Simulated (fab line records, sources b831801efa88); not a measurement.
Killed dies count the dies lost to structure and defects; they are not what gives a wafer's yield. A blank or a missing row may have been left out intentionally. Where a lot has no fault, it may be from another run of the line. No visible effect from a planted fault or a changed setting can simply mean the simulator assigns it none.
Struck lot and sound lot, side by side	flow sky130	23 out of 708 route steps
Sound: the wafers L453.2, L453.3, L453.6. The struck wafers were L449.2, L449.3, L449.5. The cause is named last.
For every step that has rows: the tool of each side, followed by ch and its chambers, followed by its first start. Under that, the readings that differ: sound wafers	struck wafers	difference of the means	sigmas: that difference in standard deviations of wafers without a fault.
alike: readings whose means differ by less than 2 such deviations, and words and numbers that are the same on both sides. not compared: withheld readings, readings that some wafer has no value for, bounds like >300 that may hide the same value, and numbers for which the record gives no deviation and whose values overlap.
Wherever a step has rows on one side only, a row that says differs or no value, or a row with sigmas, the two part there. Non-overlapping numbers with no deviation appear without sigmas and do not part them. Lack of a reading on every wafer of one side parts them only where that side has two or more wafers.

first, 5 steps without rows for these wafers: SKY_PWDE_COAT_02 (resist thk 3000 nm); SKY_PWDE_SOFTBAKE_03; SKY_PWDE_EXPOSE_04 (exposes mask PWDEM, target cd 840 nm); SKY_PWDE_PEB_05; SKY_PWDE_DEVELOP_06 (develop time 60 s).
SKY_PWDE_OVL_MEAS_07:
  struck on overlay-01, day 6 14:58; sound on overlay-01, day 7 15:28
  alike: PWDE_OVL
next, for these wafers, 1 step has no rows: SKY_PWDE_IMPLANT_08.
SKY_PWDE_STRIP_09: strips in O2/N2.
  sound on plasma asher-04 ch 0,1, day 7 15:39; struck on plasma asher-03 ch 0,1, day 6 15:09
  alike: drypump motor current A, oes product au, strip time to endpoint s
  not compared: rf hours counter h
SKY_PWDE_TW_MEAS_10:
  struck on film metro-03, day 6 15:16; sound on film metro-03, day 7 15:46
  alike: PWDE_TW
then, 3 steps without rows for these wafers: SKY_NWELL_DEHYDRATE_03 (time 60 s); SKY_NWELL_HMDS_04 (prime time 60 s); SKY_NWELL_COAT_05 (resist thk 3000 nm).
SKY_NWELL_SOFTBAKE_06:
  sound on litho track-04 ch 0, day 8 01:20; struck on litho track-03 ch 0, day 7 00:42
reading	sound	struck	difference	sigmas
heater power total W (W)	65.32 65.34 65.52	70.79 70.83 70.62	+5.35	+41
plate temp C (C)	109.79 109.90 109.99	116.75 116.51 116.90	+6.83	+57
model.coat_of_NWELL_COAT_05.thk nm (nm)	2991 3002 2997	2943 2940 2951	-52	
then, 2 steps without rows for these wafers: SKY_NWELL_EXPOSE_07 (exposes mask NWM, target cd 840 nm); SKY_NWELL_PEB_08.
SKY_NWELL_DEVELOP_09: develop time 60 s.
  sound: litho track-03 ch 0; struck: litho track-03 ch 0
reading	sound	struck	difference	sigmas
model.coat_of_NWELL_COAT_05.thk nm (nm)	2987 2998 2993	2939 2936 2947	-52	
SKY_NWELL_OVL_MEAS_10:
  struck on overlay-01, day 7 11:28; sound on overlay-01, day 8 11:55
  alike: NWELL_00_OVL
then, 3 steps without rows for these wafers: SKY_NWELL_IMPLANT_11; SKY_NWELL_IMPLANT_12; SKY_NWELL_IMPLANT_13.
SKY_NWELL_STRIP_14: strips in O2/N2.
  sound on plasma asher-01 ch 0,1, day 8 12:24; struck on plasma asher-02 ch 0,1, day 7 11:57
reading	sound	struck	difference	sigmas
strip time to endpoint s (s)	36.81 36.94 36.89	36.27 36.23 36.37	-0.59	-6
  alike: drypump motor current A, oes product au
  not compared: rf hours counter h
SKY_NWELL_TW_MEAS_15:
  struck on film metro-02, day 7 12:04; sound on film metro-03, day 8 12:31
reading	sound	struck	difference	sigmas
NWELL_TW	1812 1818 1812	1879 1874 1861	+57	+2
-- the record jumps here: 41 days lie between the struck wafers' starts before and after (it left off in module NWELL and takes up again in module PAD_OPEN, whose first step shown is number 708 of the route) --
SKY_PAD_OPEN_PROBE_99:
  rows exist in the record for the struck wafers here (prober-02, day 48 16:11), but not for the sound ones

## WHERE THEY PART
Last at SKY_PAD_OPEN_PROBE_99 as far as this record goes, first at SKY_NWELL_SOFTBAKE_06.

WHY: what the simulator had put in
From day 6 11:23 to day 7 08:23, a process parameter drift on litho track-03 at SKY_NWELL_SOFTBAKE_06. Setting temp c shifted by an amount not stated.
